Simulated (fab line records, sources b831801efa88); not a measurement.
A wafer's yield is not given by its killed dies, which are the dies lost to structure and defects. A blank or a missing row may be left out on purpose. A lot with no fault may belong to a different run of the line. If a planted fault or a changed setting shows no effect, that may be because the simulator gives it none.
Which tool is to blame? / flow gf180mcu / 11 lots with 33 wafers sampled at 6 steps, on a route of 602 steps

== WHAT EACH GAUGE READ, for each wafer ==
GF_M4_CD_MEAS_14: the cd target is 280 nm.
lot=L400; measured=day 24 00:08; on=cdSem-02; cdNm (nm)=280.2 279.6 280.6
lot=L403; measured=day 24 23:56; on=cdSem-01; cdNm (nm)=280.5 280.9 281.1
lot=L404; measured=day 25 11:37; on=cdSem-02; cdNm (nm)=275.0 273.3 273.2
lot=L405; measured=day 25 16:30; on=cdSem-01; cdNm (nm)=273.6 272.3 273.3
lot=L412; measured=day 27 20:52; on=cdSem-01; cdNm (nm)=278.6 279.4 278.4
lot=L416; measured=day 29 01:41; on=cdSem-02; cdNm (nm)=282.0 282.3 281.1
lot=L418; measured=day 29 17:09; on=cdSem-02; cdNm (nm)=278.8 278.1 280.2
lot=L419; measured=day 29 20:06; on=cdSem-02; cdNm (nm)=279.4 280.2 280.1
lot=L420; measured=day 30 00:58; on=cdSem-01; cdNm (nm)=277.9 277.8 278.1
lot=L421; measured=day 30 11:04; on=cdSem-01; cdNm (nm)=279.0 277.1 279.8
lot=L422; measured=day 30 15:24; on=cdSem-01; cdNm (nm)=280.3 281.2 281.9

GF_V4_BOW_MEAS_05.
lot=L400; measured=day 24 01:31; on=filmMetro-04; V4_BOW (um)=132 133 136
lot=L403; measured=day 25 01:19; on=filmMetro-01; V4_BOW (um)=139 133 133
lot=L404; measured=day 25 13:20; on=filmMetro-01; V4_BOW (um)=152 130 150
lot=L405; measured=day 25 17:55; on=filmMetro-03; V4_BOW (um)=145 148 133
lot=L412; measured=day 27 22:25; on=filmMetro-01; V4_BOW (um)=126 161 134
lot=L416; measured=day 29 03:04; on=filmMetro-01; V4_BOW (um)=131 127 128
lot=L418; measured=day 29 18:34; on=filmMetro-01; V4_BOW (um)=131 132 139
lot=L419; measured=day 29 21:29; on=filmMetro-03; V4_BOW (um)=122 133 129
lot=L420; measured=day 30 02:23; on=filmMetro-01; V4_BOW (um)=133 133 130
lot=L421; measured=day 30 12:26; on=filmMetro-03; V4_BOW (um)=144 141 145
lot=L422; measured=day 30 16:47; on=filmMetro-04; V4_BOW (um)=138 130 127

== WHICH TOOL RAN EACH LOT (tool, then ch and the chambers of the sampled wafers, then the start) ==
lot=L400; GF_V3_STRIP_18=plasmaAsher-04 ch 0,1, day 22 23:42; GF_M4_COAT_09=lithoTrack-01 ch 0, day 23 12:54; GF_M4_STRIP_17=plasmaAsher-02 ch 0, day 24 00:24; GF_V4_CMP_04=cmp-01 ch 0,2, day 24 01:11
lot=L403; GF_V3_STRIP_18=plasmaAsher-04 ch 0,1, day 24 00:56; GF_M4_COAT_09=lithoTrack-01 ch 0, day 24 13:18; GF_M4_STRIP_17=plasmaAsher-02 ch 0,1, day 25 00:12; GF_V4_CMP_04=cmp-02 ch 1,2,3, day 25 00:59
lot=L404; GF_V3_STRIP_18=plasmaAsher-03 ch 0, day 24 12:24; GF_M4_COAT_09=lithoTrack-01 ch 0, day 25 00:32; GF_M4_STRIP_17=plasmaAsher-03 ch 0,1, day 25 11:54; GF_V4_CMP_04=cmp-02 ch 1,2,3, day 25 13:08
lot=L405; GF_V3_STRIP_18=plasmaAsher-03 ch 0,1, day 24 17:02; GF_M4_COAT_09=lithoTrack-01 ch 0, day 25 05:06; GF_M4_STRIP_17=plasmaAsher-02 ch 0, day 25 16:46; GF_V4_CMP_04=cmp-02 ch 1,2, day 25 17:35
lot=L412; GF_V3_STRIP_18=plasmaAsher-03 ch 0,1, day 26 22:50; GF_M4_COAT_09=lithoTrack-04 ch 0, day 27 10:22; GF_M4_STRIP_17=plasmaAsher-02 ch 0,1, day 27 21:17; GF_V4_CMP_04=cmp-01 ch 1,2,3, day 27 22:07
lot=L416; GF_V3_STRIP_18=plasmaAsher-02 ch 0,1, day 28 04:33; GF_M4_COAT_09=lithoTrack-04 ch 0, day 28 15:38; GF_M4_STRIP_17=plasmaAsher-02 ch 0,1, day 29 01:57; GF_V4_CMP_04=cmp-02 ch 0,1,2, day 29 02:53
lot=L418; GF_V3_STRIP_18=plasmaAsher-02 ch 0,1, day 28 20:50; GF_M4_COAT_09=lithoTrack-01 ch 0, day 29 07:47; GF_M4_STRIP_17=plasmaAsher-01 ch 0,1, day 29 17:26; GF_V4_CMP_04=cmp-01 ch 0,1,2, day 29 18:19
lot=L419; GF_V3_STRIP_18=plasmaAsher-02 ch 0, day 29 00:20; GF_M4_COAT_09=lithoTrack-01 ch 0, day 29 10:45; GF_M4_STRIP_17=plasmaAsher-01 ch 0,1, day 29 20:22; GF_V4_CMP_04=cmp-01 ch 0,1,3, day 29 21:10
lot=L420; GF_V3_STRIP_18=plasmaAsher-04 ch 0,1, day 29 04:38; GF_M4_COAT_09=lithoTrack-01 ch 0, day 29 15:23; GF_M4_STRIP_17=plasmaAsher-03 ch 0,1, day 30 01:15; GF_V4_CMP_04=cmp-02 ch 0,1,2, day 30 02:09
lot=L421; GF_V3_STRIP_18=plasmaAsher-04 ch 0,1, day 29 15:35; GF_M4_COAT_09=lithoTrack-02 ch 0, day 30 02:22; GF_M4_STRIP_17=plasmaAsher-02 ch 0,1, day 30 11:21; GF_V4_CMP_04=cmp-02 ch 0,2,3, day 30 12:08
lot=L422; GF_V3_STRIP_18=plasmaAsher-03 ch 0,1, day 29 19:41; GF_M4_COAT_09=lithoTrack-01 ch 0, day 30 05:50; GF_M4_STRIP_17=plasmaAsher-02 ch 0,1, day 30 15:41; GF_V4_CMP_04=cmp-01 ch 0,2,3, day 30 16:35
- GF_V3_STRIP_18: strips in O2/N2.
- GF_M4_COAT_09: resist thk 1000 nm.
- GF_M4_STRIP_17: strips in O2/N2.
- GF_V4_CMP_04: polishes SiO2.

== AS READ BY THE TOOLS THEMSELVES (means over the sampled wafers that have a number; for cases with no such wafer, the mark the record gives instead) ==
GF_V3_STRIP_18.
lot=L400; tool=plasmaAsher-04; drypumpMotorCurrentA (A)=5.5; heaterPowerW (W)=371; n2FlowSccm (sccm)=301.1; oesProductAu (a.u.)=0.595
lot=L403; tool=plasmaAsher-04; drypumpMotorCurrentA (A)=5.5; heaterPowerW (W)=372; n2FlowSccm (sccm)=299.7; oesProductAu (a.u.)=0.597
lot=L404; tool=plasmaAsher-03; drypumpMotorCurrentA (A)=5.6; heaterPowerW (W)=326; n2FlowSccm (sccm)=299.8; oesProductAu (a.u.)=0.590
lot=L405; tool=plasmaAsher-03; drypumpMotorCurrentA (A)=6.2; heaterPowerW (W)=324; n2FlowSccm (sccm)=299.8; oesProductAu (a.u.)=0.593
lot=L412; tool=plasmaAsher-03; drypumpMotorCurrentA (A)=5.9; heaterPowerW (W)=324; n2FlowSccm (sccm)=299.6; oesProductAu (a.u.)=0.586
lot=L416; tool=plasmaAsher-02; drypumpMotorCurrentA (A)=5.8; heaterPowerW (W)=396; n2FlowSccm (sccm)=300.2; oesProductAu (a.u.)=0.588
lot=L418; tool=plasmaAsher-02; drypumpMotorCurrentA (A)=5.8; heaterPowerW (W)=390; n2FlowSccm (sccm)=301.2; oesProductAu (a.u.)=0.591
lot=L419; tool=plasmaAsher-02; drypumpMotorCurrentA (A)=5.8; heaterPowerW (W)=393; n2FlowSccm (sccm)=299.9; oesProductAu (a.u.)=0.590
lot=L420; tool=plasmaAsher-04; drypumpMotorCurrentA (A)=5.5; heaterPowerW (W)=373; n2FlowSccm (sccm)=300.7; oesProductAu (a.u.)=0.594
lot=L421; tool=plasmaAsher-04; drypumpMotorCurrentA (A)=5.5; heaterPowerW (W)=371; n2FlowSccm (sccm)=299.2; oesProductAu (a.u.)=0.592
lot=L422; tool=plasmaAsher-03; drypumpMotorCurrentA (A)=6.2; heaterPowerW (W)=324; n2FlowSccm (sccm)=299.8; oesProductAu (a.u.)=0.595

GF_M4_STRIP_17.
lot=L400; tool=plasmaAsher-02; drypumpMotorCurrentA (A)=5.8; heaterPowerW (W)=393; n2FlowSccm (sccm)=299.3; oesProductAu (a.u.)=0.542; stripTimeToEndpointS (s)=7.38
lot=L403; tool=plasmaAsher-02; drypumpMotorCurrentA (A)=5.8; heaterPowerW (W)=386; n2FlowSccm (sccm)=300.1; oesProductAu (a.u.)=0.537; stripTimeToEndpointS (s)=7.43
lot=L404; tool=plasmaAsher-03; drypumpMotorCurrentA (A)=6.2; heaterPowerW (W)=325; n2FlowSccm (sccm)=299.5; oesProductAu (a.u.)=0.466; stripTimeToEndpointS (s)=5.64
lot=L405; tool=plasmaAsher-02; drypumpMotorCurrentA (A)=5.8; heaterPowerW (W)=395; n2FlowSccm (sccm)=299.1; oesProductAu (a.u.)=0.468; stripTimeToEndpointS (s)=5.76
lot=L412; tool=plasmaAsher-02; drypumpMotorCurrentA (A)=5.9; heaterPowerW (W)=391; n2FlowSccm (sccm)=301.1; oesProductAu (a.u.)=0.534; stripTimeToEndpointS (s)=7.32
lot=L416; tool=plasmaAsher-02; drypumpMotorCurrentA (A)=5.8; heaterPowerW (W)=394; n2FlowSccm (sccm)=298.8; oesProductAu (a.u.)=0.535; stripTimeToEndpointS (s)=7.40
lot=L418; tool=plasmaAsher-01; drypumpMotorCurrentA (A)=5.5; heaterPowerW (W)=332; n2FlowSccm (sccm)=300.3; oesProductAu (a.u.)=0.541; stripTimeToEndpointS (s)=7.47
lot=L419; tool=plasmaAsher-01; drypumpMotorCurrentA (A)=5.9; heaterPowerW (W)=327; n2FlowSccm (sccm)=298.8; oesProductAu (a.u.)=0.543; stripTimeToEndpointS (s)=7.37
lot=L420; tool=plasmaAsher-03; drypumpMotorCurrentA (A)=5.9; heaterPowerW (W)=322; n2FlowSccm (sccm)=301.4; oesProductAu (a.u.)=0.536; stripTimeToEndpointS (s)=7.44
lot=L421; tool=plasmaAsher-02; drypumpMotorCurrentA (A)=5.8; heaterPowerW (W)=389; n2FlowSccm (sccm)=299.9; oesProductAu (a.u.)=0.535; stripTimeToEndpointS (s)=7.27
lot=L422; tool=plasmaAsher-02; drypumpMotorCurrentA (A)=5.9; heaterPowerW (W)=383; n2FlowSccm (sccm)=300.7; oesProductAu (a.u.)=0.545; stripTimeToEndpointS (s)=7.49

GF_V4_CMP_04.
lot=L400; tool=cmp-01; motorCurrentA (A)=9.8; timeToEndpointS (s)=86
lot=L403; tool=cmp-02; motorCurrentA (A)=11.5; timeToEndpointS (s)=83
lot=L404; tool=cmp-02; motorCurrentA (A)=12.0; timeToEndpointS (s)=78
lot=L405; tool=cmp-02; motorCurrentA (A)=11.0; timeToEndpointS (s)=83
lot=L412; tool=cmp-01; motorCurrentA (A)=11.1; timeToEndpointS (s)=79
lot=L416; tool=cmp-02; motorCurrentA (A)=10.4; timeToEndpointS (s)=80
lot=L418; tool=cmp-01; motorCurrentA (A)=10.5; timeToEndpointS (s)=90
lot=L419; tool=cmp-01; motorCurrentA (A)=11.3; timeToEndpointS (s)=78
lot=L420; tool=cmp-02; motorCurrentA (A)=10.5; timeToEndpointS (s)=82
lot=L421; tool=cmp-02; motorCurrentA (A)=10.7; timeToEndpointS (s)=82
lot=L422; tool=cmp-01; motorCurrentA (A)=10.6; timeToEndpointS (s)=87

== THE ANSWER, worked out from the rows above alone ==
Rule: the usual values come from the lots themselves. The widest of any qualifying gaps counts: lots, ordered by their means at a reading, are off when they make up no more than a third of the lots, leave a main group of 4 or more, and stand apart from it by 3 or more times the standard deviation of that group's means. If all means in a main group match to the digits the tables above print for the reading, that group is not used. Also off: a lot with no number at a reading for which 4 or more lots have one. Any other lot the step has rows for is counted as sound. Order of review: gauges by route order, followed by the tools' own readings, for which a lot's mean as printed above is used. The first step at which some lot is off is used, and at that step the reading that is off furthest; a lot without a number counts as furthest.
Off, at GF_M4_CD_MEAS_14 on cdNm: L404, L405. The main group has a mean of 279.8 nm with a standard deviation of 1.2.
If a tool, at a process step before that reading, ran all the lots that are off and no sound lot after the first of them, it fits. Not tried: the gauges at GF_M4_CD_MEAS_14; whatever is off there is also off at GF_M4_STRIP_17, on other tools, and gauge error can't account for it. No candidate that was tried fits.

== WHAT THE SIMULATOR HAD INSERTED ==
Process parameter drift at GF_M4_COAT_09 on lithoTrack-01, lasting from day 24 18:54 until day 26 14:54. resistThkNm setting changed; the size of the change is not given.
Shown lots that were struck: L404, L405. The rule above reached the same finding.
